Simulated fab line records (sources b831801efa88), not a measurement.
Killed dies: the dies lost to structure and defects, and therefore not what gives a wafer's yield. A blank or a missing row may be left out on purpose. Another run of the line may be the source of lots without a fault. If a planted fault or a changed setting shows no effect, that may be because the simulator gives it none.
fab line records | flow sky130 | part 1 of 2: steps 1 to 43 of 44
[record] lots = 6 wafers = 18 last-day = 50
route steps=708 shown VIA2@522 METAL3@532 CAPM@537 PAD_OPEN@708
lots that met no fault: taken from a fault-free run of the same line
start-h: the number of hours between the record's first day and the start of the first shown wafer of the lot | wait-h: hours from the lot's prior step to this one | " repeats the value in the row above | L1.1+2: a single row standing in for several wafers | - either no value or no given start | * or withheld: withheld | < > ~ a bound
route shown NAME@n: names a module that has steps shown in the file, with the first one's number in the route | usual: mean and standard deviation over wafers with no fault | same: alike in all rows | chamber/n: place in a boat | sites: each site's reading | _std_site: standard deviation of those values | _edge_site: inner sites' mean taken away from outer sites' mean | radius-mm: how far each site lies from the wafer's centre | mask NAME#n: copy n | behind: the tool/chamber that last shaped the wafer | hold: cause of the lot's hold/its duration in hours/its outcome | device: transistor that didn't switch, given as n, p or np | end of line: the same wafers' tests at the end of the route | a step without rows: its recipe alone | killed: dies that structure and defects cost at the first sort, which is not the same as the wafer's yield | map: shows each die of a wafer: x if killed, . if not, _ if none is there
set.NAME: the run value of the setting; set.NAME@STEP: its run value at that earlier step | model.NAME: the simulator's own value behind a step, which no gauge read
lots at selected steps of the route; one table per step, one row per wafer
services: the hour from which a tool's chamber was out of use, counted from the record's first day as start-h (under 0 if before that day), plus the number of hours and why
[[steps]]
[step SKY_VIA2_ETCH_15]
[recipe] target = SiO2 chemistry = C4F8/O2/Ar target-depth-nm = 546 stop-on = TiN mask-material = KrF-thick source-w = 1500 bias-w = 1200 pressure-mtorr = 40 c4f8-flow-sccm = withheld O2_flow_sccm = 6 Ar_flow_sccm = 300 time-s = 84
[usual] oes-product-au = 0.939/0.0048
// columns lot.wafer tool chamber start-h wait-h oes-product-au rf-hours-counter-h
L139.1 rie-diel-04 0 851.51 0.0 0.936 16
L139.4 " 1 " " 0.933 5
L139.5 " 1 " " 0.937 -
L145.2 rie-diel-03 2 905.49 0.0 0.942 17
L145.3 " 3 " " 0.942 4
L145.5 " 0 " " 0.940 -
L150.2 rie-diel-02 0 938.71 0.0 0.935 9
L150.3 " 2 " " 0.932 10
L150.5 " 3 " " 0.940 -
L151.1 rie-diel-02 0 944.54 0.0 0.932 9
L151.3 " 2 " " 0.944 10
L151.5 " 1 " " 0.941 -
L153.1 rie-diel-02 3 960.76 0.0 0.943 10
L153.4 " 0 " " 0.938 9
L153.6 " 0 " " 0.939 -
L160.1 rie-diel-02 3 1016.05 0.0 0.944 11
L160.3 " 0 " " 0.950 11
L160.4 " 2 " " 0.935 12
[step SKY_VIA2_STRIP_16]
[recipe] chemistry = O2/N2 power-w = 1400 pressure-mtorr = 1500 platen-temp-c = withheld o2-flow-sccm = 3000 n2-flow-sccm = 300 overash-fraction = 0.5
[usual] drypump-motor-current-A = 5.9/0.45 o2-flow-sccm = 3001/8.5 oes-product-au = 0.399/0.0048 strip-time-to-endpoint-s = 4.05/0.035
// columns lot.wafer tool chamber start-h wait-h drypump-motor-current-A o2-flow-sccm oes-product-au rf-hours-counter-h strip-time-to-endpoint-s
L139.1 plasma-asher-02 0 851.57 0.0 6.0 2993 0.403 78 4.06
L139.4 " 0 " " 6.0 2989 0.394 - 4.08
L139.5 " 0 " " 6.0 2997 0.402 - 4.12
L145.2 plasma-asher-04 0 905.56 0.0 5.2 2999 0.402 46 4.04
L145.3 " 1 " " 6.0 2994 0.404 - 4.06
L145.5 " 1 " " 5.9 2997 0.407 - 4.08
L150.2 plasma-asher-04 1 938.77 0.0 6.0 2999 0.393 49 4.07
L150.3 " 0 " " 5.2 2997 0.392 - 4.03
L150.5 " 1 " " 5.9 3004 0.400 - 4.05
L151.1 plasma-asher-01 1 944.61 0.0 6.7 3008 0.401 107 4.09
L151.3 " 1 " " 6.7 3002 0.407 - 4.04
L151.5 " 1 " " 6.7 3005 0.402 - 4.02
L153.1 plasma-asher-04 0 960.82 0.0 5.2 3018 0.401 51 4.10
L153.4 " 0 " " 5.2 2998 0.406 - 4.07
L153.6 " 0 " " 5.2 2995 0.405 - 4.08
L160.1 plasma-asher-04 1 1016.12 0.0 5.9 3010 0.391 57 4.07
L160.3 " 1 " " 5.9 3009 0.399 - 4.08
L160.4 " 0 " " 5.2 3005 0.407 - 4.00
[step SKY_VIA2_STRIP_17]
[recipe] chemistry = post-etch-residue-remover time-s = 1200 temp-c = 72.5
[step SKY_VIA2_CLEAN_18]
[recipe] chemistry = IPA time-s = 180 temp-c = 25
[step SKY_VIA2_CLEAN_19]
[recipe] chemistry = O3/DIW dry = n2-spin
[step SKY_VIA2_SPUTTER_20]
[recipe] material = TiN target-thk-nm = 20 chamber-pressure-pa = 5 power-w = 4000 time-s = 80
[step SKY_VIA2_CVD_21]
[recipe] material = W target-thk-nm = 420 time-s = 126.4 temp-c = 400 pressure-torr = 40
[step SKY_VIA2_RS_MEAS_22]
[recipe] thk-meas-gauge = four-point-probe reads = W_of_VIA2_CVD_21+TiN_of_VIA2_SPUTTER_20
[usual] VIA2_W_RS = 0.271/0.0038
// columns lot.wafer tool chamber start-h wait-h VIA2_W_RS[ohm/sq]
L139.1 film-metro-03 - 852.37 0.1 0.278
L139.4 " - " " 0.274
L139.5 " - " " 0.275
L145.2 film-metro-01 - 906.36 0.1 0.275
L145.3 " - " " 0.273
L145.5 " - " " 0.269
L150.2 film-metro-03 - 939.92 0.1 0.277
L150.3 " - " " 0.276
L150.5 " - " " 0.270
L151.1 film-metro-03 - 945.39 0.1 0.265
L151.3 " - " " 0.268
L151.5 " - " " 0.270
L153.1 film-metro-04 - 961.75 0.2 0.278
L153.4 " - " " 0.279
L153.6 " - " " 0.276
L160.1 film-metro-03 - 1016.90 0.1 0.276
L160.3 " - " " 0.273
L160.4 " - " " 0.279
[step SKY_VIA2_THK_MEAS_23]
[recipe] thk-meas-gauge = xrf reads = W_of_VIA2_CVD_21
[usual] VIA2_W_THK = 414/6.4
// columns lot.wafer tool chamber start-h wait-h VIA2_W_THK[nm]
L139.1 film-metro-03 - 852.49 0.1 403
L139.4 " - " " 408
L139.5 " - " " 406
L145.2 film-metro-01 - 906.47 0.1 409
L145.3 " - " " 412
L145.5 " - " " 415
L150.2 film-metro-03 - 940.03 0.1 406
L150.3 " - " " 405
L150.5 " - " " 413
L151.1 film-metro-03 - 945.51 0.1 425
L151.3 " - " " 422
L151.5 " - " " 413
L153.1 film-metro-04 - 961.87 0.1 407
L153.4 " - " " 403
L153.6 " - " " 410
L160.1 film-metro-03 - 1017.02 0.1 403
L160.3 " - " " 408
L160.4 " - " " 397
[step SKY_VIA2_CMP_24]
[recipe] stop-on = SiO2 t-overpolish-s = 20 down-force-psi = 3.5 platen-rpm = 60 target-thk-nm = 0 pad-velocity-m-s = 0.94248
[usual] edge-zone-pressure-frac = 1.000/0.0048 motor-current-A = 11.2/0.77 overpolish-run-s = 20.001/0.01 time-to-endpoint-s = 102/3.9
// columns lot.wafer tool chamber start-h wait-h edge-zone-pressure-frac motor-current-A overpolish-run-s time-to-endpoint-s
L139.1 cmp-01 0 852.55 0.1 1.002 10.5 20.001 104
L139.4 " 2 " " 1.005 10.1 20.009 102
L139.5 " 1 " " 1.002 12.4 20.005 100
L145.2 cmp-01 3 906.52 0.0 0.991 11.0 19.990 98
L145.3 " 0 " " 0.996 10.3 20.007 103
L145.5 " 3 " " 1.001 11.1 20.007 102
L150.2 cmp-02 3 940.13 0.1 1.003 12.3 19.992 93
L150.3 " 0 " " 0.996 11.3 20.002 103
L150.5 " 3 " " 1.000 11.5 19.985 97
L151.1 cmp-01 3 945.67 0.1 0.997 10.9 20.011 105
L151.3 " 0 " " 1.005 9.7 19.999 107
L151.5 " 2 " " 1.003 10.2 20.000 109
L153.4 cmp-02 0 961.98 0.1 0.996 10.9 19.978 96
L153.1 " 1 " " 1.000 10.5 19.984 103
L153.6 " 3 " " 1.007 11.6 19.984 95
L160.1 cmp-01 2 1017.16 0.1 0.998 10.1 20.002 101
L160.4 " 3 " " 0.996 11.2 20.003 96
L160.3 " 0 " " 0.997 10.2 19.988 103
[step SKY_METAL3_SPUTTER_00]
[recipe] material = Ti target-thk-nm = 15 power-w = 3000 time-s = 10 chamber-pressure-pa = 0.4
[step SKY_METAL3_SPUTTER_01]
[recipe] material = TiN target-thk-nm = 20 power-w = 6500 time-s = 16.7 chamber-pressure-pa = 0.4
[step SKY_METAL3_SPUTTER_02]
[recipe] material = AlCu target-thk-nm = 735 power-w = 10600 time-s = 39.1 chamber-pressure-pa = 0.4
[usual] cathode-dc-power-W = 10600/1.8 throttle-valve-pct = 30.4/1
// columns lot.wafer tool chamber start-h wait-h cathode-dc-power-W throttle-valve-pct model.AlCu_of_METAL3_SPUTTER_02.thk-nm
L139.1 pvd-sputter-03 - 852.89 0.0 10599 30.3 719.1
L139.4 " - " " 10601 29.7 735.8
L139.5 " - " " 10601 30.1 735.3
L145.2 pvd-sputter-04 - 906.87 0.0 10599 31.4 733.4
L145.3 " - " " 10599 29.6 725.9
L145.5 " - " " 10598 31.7 739.5
L150.2 pvd-sputter-03 - 940.43 0.0 9571.5 30.1 659.2
L150.3 " - " " 9572.2 29.6 667.9
L150.5 " - " " 9571.6 29.2 667.2
L151.1 pvd-sputter-03 - 945.92 0.0 9569.2 29.6 667.3
L151.3 " - " " 9569.0 30.2 664.8
L151.5 " - " " 9571.3 30.1 663.6
L153.1 pvd-sputter-04 - 962.28 0.0 10601 32.2 731.4
L153.4 " - " " 10602 31.7 730.7
L153.6 " - " " 10599 31.6 730.5
L160.1 pvd-sputter-02 - 1017.46 0.0 10606 29.2 729.8
L160.3 " - " " 10601 29.6 729.4
L160.4 " - " " 10600 32.4 721.7
[step SKY_METAL3_SPUTTER_03]
[recipe] material = Ti target-thk-nm = 5 power-w = 3000 time-s = 3.3 chamber-pressure-pa = 0.4
[step SKY_METAL3_SPUTTER_04]
[recipe] material = TiN target-thk-nm = 70 power-w = 6500 time-s = 58.3 chamber-pressure-pa = 0.4
[usual] cathode-dc-power-W = 6500.0/1.3 throttle-valve-pct = 30.4/1
// columns lot.wafer tool chamber start-h wait-h cathode-dc-power-W throttle-valve-pct
L139.1 pvd-sputter-03 - 852.95 0.0 6499.7 30.3
L139.4 " - " " 6500.8 29.5
L139.5 " - " " 6499.7 29.9
L145.2 pvd-sputter-04 - 906.92 0.0 6500.4 31.7
L145.3 " - " " 6499.7 29.6
L145.5 " - " " 6501.5 31.6
L150.2 pvd-sputter-03 - 940.48 0.0 6499.2 30.2
L150.3 " - " " 6500.9 29.6
L150.5 " - " " 6497.7 29.4
L151.1 pvd-sputter-03 - 945.97 0.0 6497.9 29.6
L151.3 " - " " 6499.8 30.2
L151.5 " - " " 6499.5 30.2
L153.1 pvd-sputter-04 - 962.34 0.0 6498.5 32.2
L153.4 " - " " 6498.5 31.7
L153.6 " - " " 6500.9 31.5
L160.1 pvd-sputter-02 - 1017.52 0.0 6500.9 29.2
L160.3 " - " " 6499.2 29.8
L160.4 " - " " 6499.2 32.3
[step SKY_CAPM_CVD_00]
[recipe] material = SiO2 target-thk-nm = 15.5 temp-c = 400 time-s = withheld rf-w = 450
[step SKY_CAPM_THK_MEAS_01]
[recipe] reads = SiO2_of_CAPM_CVD_00
[usual] CAPM_CVD_00_THK = 15.64/0.21
// columns lot.wafer tool chamber start-h wait-h CAPM_CVD_00_THK[nm]
L139.1 film-metro-03 - 853.02 - 15.69
L139.4 " - " " 15.66
L139.5 " - " " 15.80
L145.2 film-metro-01 - 907.00 - 15.63
L145.3 " - " " 15.71
L145.5 " - " " 15.79
L150.2 film-metro-01 - 940.56 - 15.36
L150.3 " - " " 15.56
L150.5 " - " " 15.77
L151.1 film-metro-02 - 946.04 - 15.70
L151.3 " - " " 15.50
L151.5 " - " " 15.86
L153.1 film-metro-03 - 962.41 - 15.32
L153.4 " - " " 15.52
L153.6 " - " " 15.76
L160.1 film-metro-03 - 1017.59 - 15.48
L160.3 " - " " 15.24
L160.4 " - " " 15.76
[step SKY_CAPM_SPUTTER_02]
[recipe] material = TiN target-thk-nm = 200 temp-c = 300 power-w = 6500 time-s = 166.7 chamber-pressure-pa = 0.4
[step SKY_CAPM_RS_MEAS_03]
[recipe] thk-meas-gauge = four-point-probe reads = TiN_of_CAPM_SPUTTER_02
[usual] CAPM_TIN_RS = 6.90/0.087
// columns lot.wafer tool chamber start-h wait-h CAPM_TIN_RS[ohm/sq]
L139.1 film-metro-02 - 853.20 0.1 7.06
L139.4 " - " " 7.02
L139.5 " - " " 7.03
L145.2 film-metro-01 - 907.18 0.1 6.96
L145.3 " - " " 6.89
L145.5 " - " " 6.95
L150.2 film-metro-02 - 940.74 0.1 6.80
L150.3 " - " " 6.93
L150.5 " - " " 6.88
L151.1 film-metro-01 - 946.21 0.1 6.76
L151.3 " - " " 6.82
L151.5 " - " " 6.85
L153.1 film-metro-03 - 962.58 0.1 6.75
L153.4 " - " " 6.95
L153.6 " - " " 6.72
L160.1 film-metro-01 - 1017.76 0.1 6.86
L160.3 " - " " 6.88
L160.4 " - " " 6.89
[step SKY_CAPM_THK_MEAS_04]
[recipe] thk-meas-gauge = xrf reads = TiN_of_CAPM_SPUTTER_02
[usual] CAPM_TIN_THK = 200.7/2.8
// columns lot.wafer tool chamber start-h wait-h CAPM_TIN_THK[nm]
L139.1 film-metro-02 - 853.32 0.1 194.8
L139.4 " - " " 195.4
L139.5 " - " " 195.7
L145.2 film-metro-01 - 907.29 0.1 199.1
L145.3 " - " " 200.8
L145.5 " - " " 199.9
L150.2 film-metro-02 - 940.85 0.1 202.2
L150.3 " - " " 199.1
L150.5 " - " " 199.3
L151.1 film-metro-01 - 946.33 0.1 206.3
L151.3 " - " " 203.9
L151.5 " - " " 202.4
L153.1 film-metro-03 - 962.70 0.1 204.1
L153.4 " - " " 198.7
L153.6 " - " " 205.2
L160.1 film-metro-01 - 1017.88 0.1 202.7
L160.3 " - " " 202.5
L160.4 " - " " 201.5
[step SKY_CAPM_DEHYDRATE_05]
[recipe] temp-c = 200 time-s = 60
[step SKY_CAPM_HMDS_06]
[recipe] prime-time-s = 60 prime-temp-c = 120
[step SKY_CAPM_COAT_07]
[recipe] resist = NOVOLAK spin-rpm = 3000 resist-thk-nm = 1140
[step SKY_CAPM_SOFTBAKE_08]
[recipe] temp-c = 90 time-s = 60 resist = NOVOLAK
[step SKY_CAPM_EXPOSE_09]
[recipe] mask-id = CAPM na = 0.6 source-shape = conventional sigma-outer = 0.6 polarization = unpolarized target-cd-nm = 1000 dose-mj = 159
[step SKY_CAPM_PEB_10]
[recipe] temp-c = withheld time-s = * resist = NOVOLAK
[step SKY_CAPM_DEVELOP_11]
[recipe] resist = NOVOLAK developer = TMAH develop-time-s = 60 dev-temp-c = 23
[step SKY_CAPM_OVL_MEAS_12]
[usual] CAPM_OVL = 0.9/1.2
// columns lot.wafer tool chamber start-h wait-h CAPM_OVL[nm]
L139.1 overlay-01 - 879.27 0.1 0.6
L139.4 " - " " 1.4
L139.5 " - " " 0.8
L145.2 overlay-01 - 932.02 0.1 -0.1
L145.3 " - " " -0.9
L145.5 " - " " 1.9
L150.2 overlay-01 - 965.10 0.1 2.2
L150.3 " - " " 3.1
L150.5 " - " " 3.9
L151.1 overlay-02 - 969.47 0.1 1.7
L151.3 " - " " 0.9
L151.5 " - " " 1.0
L153.1 overlay-01 - 985.99 0.1 1.4
L153.4 " - " " 0.1
L153.6 " - " " 1.4
L160.1 overlay-02 - 1039.72 0.2 0.9
L160.3 " - " " 0.2
L160.4 " - " " -0.8
[step SKY_CAPM_METAL_ETCH_13]
[recipe] target-depth-nm = 220 stop-on = SiO2 chemistry = Cl2/BCl3 target = TiN pressure-mtorr = 10 icp-w = 900 bias-w = 48.5 Cl2_flow_sccm = 60 bcl3-flow-sccm = 30 time-s = 62.9
[step SKY_CAPM_STRIP_14]
[recipe] chemistry = O2/N2 power-w = 1400 pressure-mtorr = 1500 platen-temp-c = withheld o2-flow-sccm = 3000 n2-flow-sccm = 300 overash-fraction = 0.5
[usual] drypump-motor-current-A = 5.7/0.44 o2-flow-sccm = 2999/9.4 oes-product-au = 0.711/0.0045 strip-time-to-endpoint-s = 12.67/0.049
// columns lot.wafer tool chamber start-h wait-h drypump-motor-current-A o2-flow-sccm oes-product-au rf-hours-counter-h strip-time-to-endpoint-s
L139.1 plasma-asher-01 0 879.38 0.1 5.8 3014 0.708 100 12.68
L139.4 " 1 " " 6.7 2994 0.708 - 12.66
L139.5 " 0 " " 5.8 3008 0.710 - 12.66
L145.2 plasma-asher-01 0 932.13 0.1 5.8 3002 0.714 106 12.72
L145.3 " 1 " " 6.7 2989 0.715 - 12.71
L145.5 " 1 " " 6.7 2999 0.713 - 12.72
L150.2 plasma-asher-01 1 965.21 0.1 6.7 2999 0.708 109 12.72
L150.3 " 0 " " 5.8 3001 0.709 - 12.68
L150.5 " 0 " " 5.8 2990 0.713 - 12.68
L151.1 plasma-asher-03 0 969.58 0.1 5.2 2989 0.708 23 12.70
L151.3 " 0 " " 5.3 2981 0.716 - 12.57
L151.5 " 1 " " 5.3 2985 0.719 - 12.62
L153.1 plasma-asher-03 1 986.11 0.1 5.3 3006 0.711 25 12.62
L153.4 " 1 " " 5.3 3009 0.715 - 12.61
L153.6 " 0 " " 5.3 2996 0.709 - 12.72
L160.1 plasma-asher-02 0 1039.83 0.1 6.0 2994 0.718 99 12.68
L160.3 " 0 " " 5.9 3002 0.715 - 12.67
L160.4 " 1 " " 5.7 3002 0.713 - 12.70
[step SKY_CAPM_STRIP_15]
[recipe] chemistry = post-etch-residue-remover time-s = 1200 temp-c = 72.5
[step SKY_CAPM_CLEAN_16]
[recipe] chemistry = IPA time-s = 180 temp-c = 25
[step SKY_CAPM_CLEAN_17]
[recipe] chemistry = O3/DIW dry = n2-spin
[step SKY_METAL3_DEHYDRATE_05]
[recipe] temp-c = 200 time-s = 60
[step SKY_METAL3_HMDS_06]
[recipe] prime-time-s = 60 prime-temp-c = 120
[step SKY_METAL3_COAT_07]
[recipe] resist = BARC temp-c = withheld time-s = withheld spin-rpm = 3000 resist-thk-nm = 60
[step SKY_METAL3_COAT_08]
[recipe] resist = KrF-thick spin-rpm = 3000 resist-thk-nm = 1140
[step SKY_METAL3_SOFTBAKE_09]
[recipe] temp-c = 100 time-s = 90 resist = KrF-thick
[step SKY_METAL3_EXPOSE_10]
[recipe] mask-id = MM3 na = 0.68 source-shape = annular sigma-inner = 0.4 sigma-outer = 0.8 target-cd-nm = 300 dose-mj = 28
[step SKY_METAL3_PEB_11]
[recipe] peb-temp-c = withheld peb-time-s = withheld resist = KrF-thick
[step SKY_METAL3_DEVELOP_12]
[recipe] develop-time-s = 60 resist = KrF-thick dev-temp-c = 21
[step SKY_METAL3_CD_MEAS_13]
[recipe] target-cd-nm = 300
[usual] cd-nm = 300.0/1.3
// columns lot.wafer tool chamber start-h wait-h cd-nm
L139.1 cd-sem-01 - 905.64 - 297.8
L139.4 " - " " 298.2
L139.5 " - " " 297.8
L145.2 cd-sem-01 - 957.21 - 300.1
L145.3 " - " " 300.9
L145.5 " - " " 298.8
L150.2 cd-sem-02 - 989.19 - 300.6
L150.3 " - " " 300.2
L150.5 " - " " 299.4
L151.1 cd-sem-02 - 993.77 - 300.3
L151.3 " - " " 300.0
L151.5 " - " " 299.0
L153.1 cd-sem-02 - 1010.52 - 298.9
L153.4 " - " " 300.1
L153.6 " - " " 299.0
L160.1 cd-sem-01 - 1061.92 - 299.6
L160.3 " - " " 299.6
L160.4 " - " " 298.6
[step SKY_METAL3_METAL_ETCH_18]
[recipe] target-depth-a = 8450 stop-on = SiO2 over-etch-frac = 0.3 time-s = 183.1 chemistry = Cl2/BCl3 resist-sidewall-deg = 88 pressure-mtorr = 10 icp-w = 900 bias-w = 48.5 Cl2_flow_sccm = 60 bcl3-flow-sccm = 30
[usual] drypump-motor-current-A = 6.22/0.22 oes-product-au = 0.863/0.0067 throttle-valve-pct = 22.265/0.011
// columns lot.wafer tool chamber start-h wait-h drypump-motor-current-A oes-product-au rf-hours-counter-h throttle-valve-pct
L139.1 rie-metal-04 0 905.95 0.0 6.18 0.857 17 22.260
L139.4 " 0 " " 6.15 0.870 - 22.252
L139.5 " 0 " " 6.11 0.868 - 22.261
L145.2 rie-metal-03 1 957.50 0.0 6.20 0.861 16 22.260
L145.3 " 0 " " 6.11 0.862 - 22.276
L145.5 " 0 " " 6.11 0.878 - 22.272
L150.2 rie-metal-03 0 989.47 0.0 6.12 0.822 7 22.262
L150.3 " 1 " " 6.19 0.830 - 22.268
L150.5 " 1 " " 6.17 0.827 - 22.280
L151.1 rie-metal-04 0 994.07 0.0 6.07 0.836 2 22.284
L151.3 " 1 " " 6.51 0.815 - 22.270
L151.5 " 0 " " 6.15 0.825 - 22.263
L153.1 rie-metal-04 1 1010.82 0.0 6.49 0.865 16 22.265
L153.4 " 1 " " 6.52 0.861 - 22.259
L153.6 " 0 " " 6.14 0.853 - 22.260
L160.1 rie-metal-03 1 1062.27 0.0 6.19 0.861 23 22.279
L160.3 " 1 " " 6.20 0.860 - 22.270
L160.4 " 0 " " 6.11 0.864 - 22.259
[[key]]
[first-sign] step = SKY_METAL3_SPUTTER_02 reading = cathode-dc-power-W direction = down sigmas = 99+ usual = 10600 struck = 9570.8
[effect] step = SKY_METAL3_METAL_ETCH_18 reading = oes-product-au direction = down sigmas = 5.5 usual = 0.863 struck = 0.826
[model-effect] step = SKY_METAL3_SPUTTER_02 value = AlCu_of_METAL3_SPUTTER_02.thk-nm without = 736.4 struck = 665
[model-effect] step = SKY_PAD_OPEN_PROBE_99 value = etest.met3.line-ohm-um without = 0.1405 struck = 0.1558
met-at SKY_METAL3_SPUTTER_02
struck-wafers L150.2,L150.3,L150.5,L151.1,L151.3,L151.5
onset-between 852.89 940.43
[fault] kind = process-parameter-drift tool = pvd-sputter-03 chamber = - onset-h = 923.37 steps = SKY_METAL3_SPUTTER_02 channel = power-w offset = * shape = step end-h = 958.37 acts-in = * stated = *
